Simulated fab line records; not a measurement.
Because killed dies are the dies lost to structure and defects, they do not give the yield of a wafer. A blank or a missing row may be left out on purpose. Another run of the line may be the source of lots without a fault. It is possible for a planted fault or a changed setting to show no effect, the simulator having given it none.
The tool behind it: which one? :: flow gf180mcu :: 11 lots with 32 wafers sampled at 3 steps, on a route of 602 steps

WHAT THE GAUGES READ, wafer by wafer
GF_MIM_RS_MEAS_10: a four-point-probe measurement.
lot: L805
measured: day 24 08:29
on: film_metro-03
MIM_ALCU_RS (ohm/sq): 0.1658 0.1655 0.1641

lot: L809
measured: day 26 01:19
on: film_metro-02
MIM_ALCU_RS (ohm/sq): 0.1608 0.1444 0.1428

lot: L812
measured: day 27 00:31
on: film_metro-03
MIM_ALCU_RS (ohm/sq): 0.1592 0.1425

lot: L817
measured: day 28 19:40
on: film_metro-01
MIM_ALCU_RS (ohm/sq): 0.1598 0.1600 0.1599

lot: L819
measured: day 29 14:18
on: film_metro-01
MIM_ALCU_RS (ohm/sq): 0.1576 0.1594 0.1577

lot: L821
measured: day 30 03:50
on: film_metro-01
MIM_ALCU_RS (ohm/sq): 0.1627 0.1620 0.1610

lot: L822
measured: day 30 08:26
on: film_metro-01
MIM_ALCU_RS (ohm/sq): 0.1605 0.1612 0.1615

lot: L823
measured: day 30 16:23
on: film_metro-03
MIM_ALCU_RS (ohm/sq): 0.1592 0.1599 0.1600

lot: L824
measured: day 30 22:33
on: film_metro-01
MIM_ALCU_RS (ohm/sq): 0.1598 0.1601 0.1591

lot: L825
measured: day 31 03:38
on: film_metro-02
MIM_ALCU_RS (ohm/sq): 0.1618 0.1623 0.1625

lot: L826
measured: day 31 06:22
on: film_metro-02
MIM_ALCU_RS (ohm/sq): 0.1589 0.1599 0.1600

EACH LOT AND THE TOOL THAT RAN IT (in order: tool; ch and the chambers of the sampled wafers; start)
lot: L805
GF_V4_ETCH_17: rie_diel-02 ch 1,3, day 24 08:25 or earlier
GF_MIM_SPUTTER_08: pvd_sputter-03, day 24 08:25

lot: L809
GF_V4_ETCH_17: rie_diel-04 ch 1,2, day 26 01:15 or earlier
GF_MIM_SPUTTER_08: pvd_sputter-03, day 26 01:15

lot: L812
GF_V4_ETCH_17: rie_diel-04 ch 2,3, day 27 00:28 or earlier
GF_MIM_SPUTTER_08: pvd_sputter-03, day 27 00:28

lot: L817
GF_V4_ETCH_17: rie_diel-01 ch 0,1,3, day 28 19:34 or earlier
GF_MIM_SPUTTER_08: pvd_sputter-04, day 28 19:34

lot: L819
GF_V4_ETCH_17: rie_diel-02 ch 0,2,3, day 29 14:13 or earlier
GF_MIM_SPUTTER_08: pvd_sputter-04, day 29 14:13

lot: L821
GF_V4_ETCH_17: rie_diel-01 ch 0,1, day 30 03:45 or earlier
GF_MIM_SPUTTER_08: pvd_sputter-03, day 30 03:45

lot: L822
GF_V4_ETCH_17: rie_diel-01 ch 0,2, day 30 08:22 or earlier
GF_MIM_SPUTTER_08: pvd_sputter-02, day 30 08:22

lot: L823
GF_V4_ETCH_17: rie_diel-04 ch 0,1,2, day 30 16:19 or earlier
GF_MIM_SPUTTER_08: pvd_sputter-02, day 30 16:19

lot: L824
GF_V4_ETCH_17: rie_diel-01 ch 1,2, day 30 22:26 or earlier
GF_MIM_SPUTTER_08: pvd_sputter-04, day 30 22:26

lot: L825
GF_V4_ETCH_17: rie_diel-02 ch 0,1,2, day 31 03:32 or earlier
GF_MIM_SPUTTER_08: pvd_sputter-03, day 31 03:32

lot: L826
GF_V4_ETCH_17: rie_diel-02 ch 2,3, day 31 06:18 or earlier
GF_MIM_SPUTTER_08: pvd_sputter-03, day 31 06:18
- GF_V4_ETCH_17: etches SiO2 in C4F8/O2/Ar, stops on TiN, target depth 630 nm.
- GF_MIM_SPUTTER_08: material AlCu, target thk 200 nm, time 10.6 s.

THE ANSWER, worked out from the rows above alone
Rule: the lots themselves supply what counts as usual. The widest of any qualifying gaps counts: lots, ordered by their means at a reading, are off when they make up no more than a third of the lots, leave a main group of 4 or more, and stand apart from it by 3 or more times the standard deviation of that group's means. A main group is skipped when, at the precision printed for the reading in the tables above, its means are all equal. Also off: a lot with no number at a reading for which 4 or more lots have one. Any other lot the step has rows for is counted as sound.
Off: L809, L812, seen at GF_MIM_RS_MEAS_10 (MIM_ALCU_RS). For the main group the mean is 0.1608 ohm/sq and the standard deviation 0.0019.
A tool fits if, at a process step before that reading, it ran every lot that is off, and no sound lot after the first of them. Those tools and the gauges at GF_MIM_RS_MEAS_10 are tried in the same way. GF_V4_ETCH_17 gives no start for some lots, so the hours and the order of its lots are those of GF_MIM_SPUTTER_08. Not one of the candidates tried fits.

WHAT THE SIMULATOR HAD PUT IN
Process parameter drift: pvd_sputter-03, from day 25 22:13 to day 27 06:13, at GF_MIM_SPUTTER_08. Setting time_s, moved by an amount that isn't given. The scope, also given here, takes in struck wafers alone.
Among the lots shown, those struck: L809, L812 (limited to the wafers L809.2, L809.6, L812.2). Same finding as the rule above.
